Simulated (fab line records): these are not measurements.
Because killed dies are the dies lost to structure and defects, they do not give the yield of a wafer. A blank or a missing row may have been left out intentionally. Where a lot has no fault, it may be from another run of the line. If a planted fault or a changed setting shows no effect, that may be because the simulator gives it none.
A lot that was struck, set against a sound lot / flow sky130 / 41 out of 708 route steps
Sound: the wafers L874.2, L874.3, L874.4. Struck: wafers L892.2, L892.5, L892.6. The cause is named last.
Per side, at each step with rows, come the tool, then ch with its chambers, and then its first start. Under that, the readings that differ: sound wafers / struck wafers / difference of the means / sigmas: that difference in standard deviations of wafers without a fault.
alike: words and numbers the same on both sides, and readings whose means are apart by under 2 such deviations; not compared: readings that were withheld, readings missing a value for some wafer, numbers with overlapping values and no deviation given by the record, and bounds like >300 which may hide the same value.
A row with sigmas, a row that says differs or no value, or rows on one side alone: a step with any of these is where the two part. Non-overlapping numbers with no deviation appear without sigmas and do not part them. A reading missing from all wafers of one side parts the sides only when that side holds two or more wafers.

first, 8 steps without rows for these wafers: SKY_POLY_GATE_ETCH_15 (etches BARC in N2/H2, stops on SiO2, time 118.5 s, target depth 110 nm); SKY_POLY_GATE_ETCH_16 (etches Si3N4 in CH3F/O2, stops on poly-Si, time 147.5 s, target depth 75 nm); SKY_POLY_GATE_ETCH_17 (etches poly-Si in HBr/Cl2, stops on SiO2, target depth 180 nm, time 70.5 s); SKY_POLY_GATE_STRIP_18 (strips in O2/N2); SKY_POLY_GATE_CLEAN_19 (cleans in SC1/SC2, time 150 s); SKY_POLY_GATE_OXIDATION_20 (stabilise 600 s, purge 300 s, target thk 4 nm); SKY_LDD_N_DEHYDRATE_00 (time 60 s); SKY_LDD_N_HMDS_01 (prime time 60 s).
SKY_LDD_N_COAT_02: resist thk 300 nm.
  struck on litho_track-03, day 24 04:32; sound on litho_track-01 ch 0, day 17 11:47
  no value came back on the struck wafers for chill_plate_temp_C (C), dispense_pressure_kPa (kPa); on the sound wafers chill_plate_temp_C (C) reads 23.07 23.14 23.20
then, 4 steps without rows for these wafers: SKY_LDD_N_SOFTBAKE_03 (time 60 s); SKY_LDD_N_EXPOSE_04 (exposes mask NTM, target cd 840 nm); SKY_LDD_N_PEB_05; SKY_LDD_N_DEVELOP_06 (develop time 60 s).
SKY_LDD_N_OVL_MEAS_07:
  sound: overlay-01 at day 18 01:43; struck: overlay-02 at day 24 19:40
reading=LDD_N_OVL (nm); sound=1.0 0.8 0.6; struck=- - -; difference=no value on the struck wafers; sigmas=
then, 18 steps without rows for these wafers: SKY_LDD_N_IMPLANT_08; SKY_LDD_N_IMPLANT_09; SKY_LDD_N_IMPLANT_10; SKY_LDD_N_IMPLANT_11; SKY_LDD_N_IMPLANT_12; SKY_LDD_N_IMPLANT_13; SKY_LDD_N_IMPLANT_14; SKY_LDD_N_IMPLANT_15; SKY_LDD_N_STRIP_16 (strips in O2/N2); SKY_LDD_P_DEHYDRATE_00 (time 60 s); SKY_LDD_P_HMDS_01 (prime time 60 s); SKY_LDD_P_COAT_02 (resist thk 1140 nm); SKY_LDD_P_SOFTBAKE_03 (time 60 s); SKY_LDD_P_EXPOSE_04 (exposes mask PSDM, target cd 380 nm); SKY_LDD_P_PEB_05; SKY_LDD_P_DEVELOP_06 (develop time 60 s); SKY_LDD_P_IMPLANT_09; SKY_LDD_P_STRIP_10 (strips in O2/N2).
SKY_LDD_P_TW_MEAS_11:
  sound: film_metro-04 at day 19 08:25; struck: film_metro-01 at day 26 03:08
reading=LDD_P_TW; sound=641 643 640; struck=2550 2565 2566; difference=+1919; sigmas=+99 or more
then, 2 steps without rows for these wafers: SKY_LDD_HVN_DEHYDRATE_00 (time 60 s); SKY_LDD_HVN_HMDS_01 (prime time 60 s).
SKY_LDD_HVN_TW_MEAS_10:
  sound: film_metro-01 at day 20 14:43; struck: film_metro-01 at day 27 09:13
reading=LDD_HVN_TW; sound=1420 1422 1417; struck=2675 2674 2648; difference=+1246; sigmas=+89
SKY_LDD_HVP_TW_MEAS_10:
  sound: film_metro-04 at day 21 21:10; struck: film_metro-01 at day 28 12:39
reading=LDD_HVP_TW; sound=464 462 462; struck=2525 2550 2546; difference=+2078; sigmas=+99 or more
SKY_LDD_LDN_TW_MEAS_13:
  sound: film_metro-03 at day 23 04:58; struck: film_metro-04 at day 29 17:27
reading=LDD_LDN_TW; sound=1481 1479 1476; struck=2668 2683 2683; difference=+1199; sigmas=+99 or more
-- here the record skips 2 days between the struck wafers' starts before and after, leaving off in module LDD_LDN and picking up in module SD_P (first step shown: number 331 of the route) --
SKY_SD_P_TW_MEAS_11:
  sound: film_metro-02 at day 25 19:59; struck: film_metro-03 at day 32 03:41
reading=SD_P_TW; sound=2836 2840 2846; struck=3024 3026 3029; difference=+186; sigmas=+7
SKY_RES_XHIGH_TW_MEAS_09:
  sound: film_metro-03 at day 27 01:29; struck: film_metro-03 at day 33 06:16
reading=RES_XHIGH_TW; sound=1639 1635 1634; struck=2667 2674 2669; difference=+1034; sigmas=+69
-- here the record skips 17 days between the struck wafers' starts before and after, leaving off in module RES_XHIGH and picking up in module PAD_OPEN (first step shown: number 708 of the route) --
SKY_PAD_OPEN_PROBE_99:
  sound: prober-01 at day 46 00:43; struck: prober-01 at day 50 07:25
reading=killed_at_front_end; sound=12 16 12; struck=418 421 434; difference=+411; sigmas=+93
reading=killed_dies; sound=92 79 75; struck=492 492 492; difference=+410; sigmas=+45
reading=killed_on_rim; sound=19 16 15; struck=96 96 96; difference=+79; sigmas=+21
  alike: killed_at_M0_to_M3, killed_at_M4_up, killed_at_contacts, killed_at_other, killed_open, killed_short

WHERE THEY PART
Earliest at SKY_LDD_N_COAT_02; latest, in this record, at SKY_PAD_OPEN_PROBE_99.

WHY: what the simulator had put in
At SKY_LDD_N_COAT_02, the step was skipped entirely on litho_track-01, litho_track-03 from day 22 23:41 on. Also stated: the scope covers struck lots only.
